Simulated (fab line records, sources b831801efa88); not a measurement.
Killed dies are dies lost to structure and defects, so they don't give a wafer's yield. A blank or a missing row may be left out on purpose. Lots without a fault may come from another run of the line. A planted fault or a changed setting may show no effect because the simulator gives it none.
Chamber matching | flow gf180mcu | GF_SAB_CVD_00 on pecvd-04: 3 sister chambers
The step deposits SiO2 from TEOS, target thk 50 nm, time 4.9302 s. 3 wafers are shown with their chamber, then 10 later ones without.

WAFERS WITH THEIR CHAMBER
wafer  | chamber | heater_power_w (W)
L089.3 | 2       | 532
L092.1 | 1       | 738
L092.2 | 0       | 630

WAFERS WITHOUT THEIR CHAMBER
wafer  | heater_power_w (W)
L092.3 | 529
L093.1 | 596
L093.3 | 709
L093.6 | 715
L094.1 | 715
L094.4 | 600
L094.5 | 714
L097.1 | 656
L097.2 | 601
L097.6 | 646

WHICH CHAMBER EACH WENT THROUGH
wafer  | from the rows above     | in truth
L092.3 | 2                       | 2
L093.1 | can't be placed: 0 or 2 | 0
L093.3 | can't be placed: 1 or 0 | 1
L093.6 | 1                       | 1
L094.1 | 1                       | 1
L094.4 | can't be placed: 0 or 2 | 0
L094.5 | 1                       | 1
L097.1 | 0                       | 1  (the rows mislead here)
L097.2 | can't be placed: 0 or 2 | 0
L097.6 | 0                       | 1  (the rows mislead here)
Placed correctly: 4 of 10. Can't be placed from these rows: 4 (the true chamber is among the candidates in 4). Placed wrongly: 2.
How it was worked out, from the rows above alone: a wafer's distance from a chamber is the root of the sum, over the readings, of the square of ((its reading less the chamber's mean) divided by the reading's scatter). The wafer belongs to the nearest chamber; if the next one is less than 2 further off, it can't be placed. A chamber's mean is the mean of its shown wafers. The scatter: with one shown wafer a chamber, the root of the mean of the squares of how far each hidden wafer lies from its nearest shown one.
